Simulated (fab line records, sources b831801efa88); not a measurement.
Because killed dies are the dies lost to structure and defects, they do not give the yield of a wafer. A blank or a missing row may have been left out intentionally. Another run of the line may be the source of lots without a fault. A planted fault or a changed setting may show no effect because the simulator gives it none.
Struck lot and sound lot, side by side    flow sky130    40 steps out of a route of 708
Sound: wafers L922.1, L922.2, L922.6. Struck: wafers L929.1, L929.3, L929.5. The cause is named last.
Per side, at each step with rows, come the tool, then ch with its chambers, and then its first start. Under that, the readings that differ: sound wafers    struck wafers    difference of the means    sigmas: that difference in standard deviations of wafers without a fault.
alike: same words and numbers on both sides, and readings whose means sit less than 2 such deviations apart. not compared: any withheld reading, any reading some wafer has no value for, any bound like >300 that may hide the same value, and any number with overlapping values for which the record gives no deviation.
The two part at a step that has a row with sigmas, a row that says differs or no value, or rows on one side only. When numbers do not overlap yet have no deviation, they are printed without sigmas and do not part them. A reading that every wafer of one side lacks parts them only if that side has two wafers or more.

first, 4 steps without rows for these wafers: SKY_VIA3_STRIP_17 (strips in post etch residue remover, time 1200 s); SKY_VIA3_CLEAN_18 (cleans in IPA, time 180 s); SKY_VIA3_CLEAN_19 (cleans in O3/DIW); SKY_VIA3_SPUTTER_20 (material TiN, target thk 20 nm, time 80 s).
SKY_VIA3_CVD_21: deposits W, target thk 390 nm, time 117.31 s.
  sound on cvdW-01 ch 0,1, day 40 20:24; struck on cvdW-02 ch 0,1, day 43 03:52
  alike: heaterPowerW
SKY_VIA3_RS_MEAS_22: measurement is done with a four-point probe.
  sound on filmMetro-01 at day 40 20:32; struck on filmMetro-04 at day 43 04:00
  alike: VIA3_W_RS
SKY_VIA3_THK_MEAS_23: measures by xrf.
  sound on filmMetro-01 at day 40 20:39; struck on filmMetro-04 at day 43 04:07
  alike: VIA3_W_THK
SKY_VIA3_CMP_24: polishes, stops on SiO2, t overpolish 20 s, target thk 0 nm.
  sound on cmp-02 ch 0,2,3, day 40 20:49; struck on cmp-02 ch 0,1,3, day 43 04:11
  alike: headPressurePsi, motorCurrentA, overpolishRunS, slurryFilterDpKPa, timeToEndpointS
then, 1 step without rows for these wafers: SKY_METAL4_SPUTTER_00 (material Ti, target thk 15 nm, time 10 s).
SKY_METAL4_SPUTTER_01: material TiN, target thk 20 nm, time 16.7 s.
  sound on pvdSputter-03 at day 40 21:02; struck on pvdSputter-01 at day 43 04:30
reading                 sound                 struck                difference  sigmas
chamberPressurePa (Pa)  0.3994 0.3992 0.3977  0.3997 0.4004 0.4012  +0.0017     +2
  alike: cathodeDcPowerW, throttleValvePct
then, 1 step without rows for these wafers: SKY_METAL4_SPUTTER_02 (material AlCu, target thk 735 nm, time 39.1 s).
SKY_METAL4_SPUTTER_03: material Ti, target thk 5 nm, time 3.3 s.
  sound on pvdSputter-03 at day 40 21:05; struck on pvdSputter-01 at day 43 04:34
  alike: cathodeDcPowerW, chamberPressurePa, throttleValvePct
SKY_METAL4_SPUTTER_04: material TiN, target thk 70 nm, time 58.3 s.
  sound on pvdSputter-03 at day 40 21:07; struck on pvdSputter-01 at day 43 04:35
  no value came back on the struck wafers for cathodeDcPowerW (W), chamberPressurePa (Pa), throttleValvePct (%); on the sound wafers cathodeDcPowerW (W) reads 6500.3 6500.1 6500.4
then, 9 steps without rows for these wafers: SKY_CAP2M_CVD_00 (deposits SiO2, target thk 15.5 nm); SKY_CAP2M_SPUTTER_02 (material TiN, target thk 200 nm, time 166.7 s); SKY_CAP2M_DEHYDRATE_05 (time 60 s); SKY_CAP2M_HMDS_06 (prime time 60 s); SKY_CAP2M_COAT_07 (resist thk 1140 nm); SKY_CAP2M_SOFTBAKE_08 (time 60 s); SKY_CAP2M_EXPOSE_09 (exposes mask CAP2M, target cd 1000 nm); SKY_CAP2M_PEB_10; SKY_CAP2M_DEVELOP_11 (develop time 61.85 s).
SKY_CAP2M_OVL_MEAS_12:
  sound on overlay-01 at day 41 18:49; struck on overlay-01 at day 44 02:25
  alike: CAP2M_OVL
SKY_CAP2M_METAL_ETCH_13: etches TiN in Cl2/BCl3, stops on SiO2, target depth 220 nm, time 62.9 s.
  sound on rieMetal-01 ch 0,1, day 41 18:52; struck on rieMetal-02 ch 0,1, day 44 02:26
  alike: biasW, drypumpMotorCurrentA, mfcCl2Sccm, oesProductAu, throttleValvePct
  not compared: rfHoursCounterH
then, 12 steps without rows for these wafers: SKY_CAP2M_STRIP_14 (strips in O2/N2); SKY_CAP2M_STRIP_15 (strips in post etch residue remover, time 1200 s); SKY_CAP2M_CLEAN_16 (cleans in IPA, time 180 s); SKY_CAP2M_CLEAN_17 (cleans in O3/DIW); SKY_METAL4_DEHYDRATE_05 (time 60 s); SKY_METAL4_HMDS_06 (prime time 60 s); SKY_METAL4_COAT_07 (resist thk 59.07 nm); SKY_METAL4_COAT_08 (resist thk 1140 nm); SKY_METAL4_SOFTBAKE_09 (time 90 s); SKY_METAL4_EXPOSE_10 (exposes mask MM4, target cd 300 nm); SKY_METAL4_PEB_11; SKY_METAL4_DEVELOP_12 (develop time 60 s).
SKY_METAL4_CD_MEAS_13: target cd 300 nm.
  sound on cdSem-01 at day 42 18:46; struck on cdSem-02 at day 45 00:49
reading    sound              struck             difference  sigmas
cdNm (nm)  302.1 301.4 303.2  299.3 297.8 299.6  -3.3        -2
SKY_METAL4_OVL_MEAS_14:
  sound on overlay-02 at day 42 18:53; struck on overlay-02 at day 45 00:56
  alike: METAL4_OVL
then, 1 step without rows for these wafers: SKY_METAL4_DESCUM_15 (chemistry O2, time 8 s).
SKY_METAL4_METAL_ETCH_18: etches the open film in Cl2/BCl3, stops on SiO2, target depth 845 nm, time 183.1 s.
  sound on rieMetal-03 ch 0,1, day 42 19:04; struck on rieMetal-04 ch 0,1, day 45 01:08
reading              sound              struck             difference  sigmas
oesProductAu (a.u.)  0.860 0.859 0.858  0.819 0.826 0.820  -0.037      -6
  alike: biasW, drypumpMotorCurrentA, mfcCl2Sccm, throttleValvePct
  not compared: rfHoursCounterH

## WHERE THEY PART
Last at SKY_METAL4_METAL_ETCH_18 as far as this record goes, first at SKY_METAL4_SPUTTER_01.

WHY: what had been put in by the simulator
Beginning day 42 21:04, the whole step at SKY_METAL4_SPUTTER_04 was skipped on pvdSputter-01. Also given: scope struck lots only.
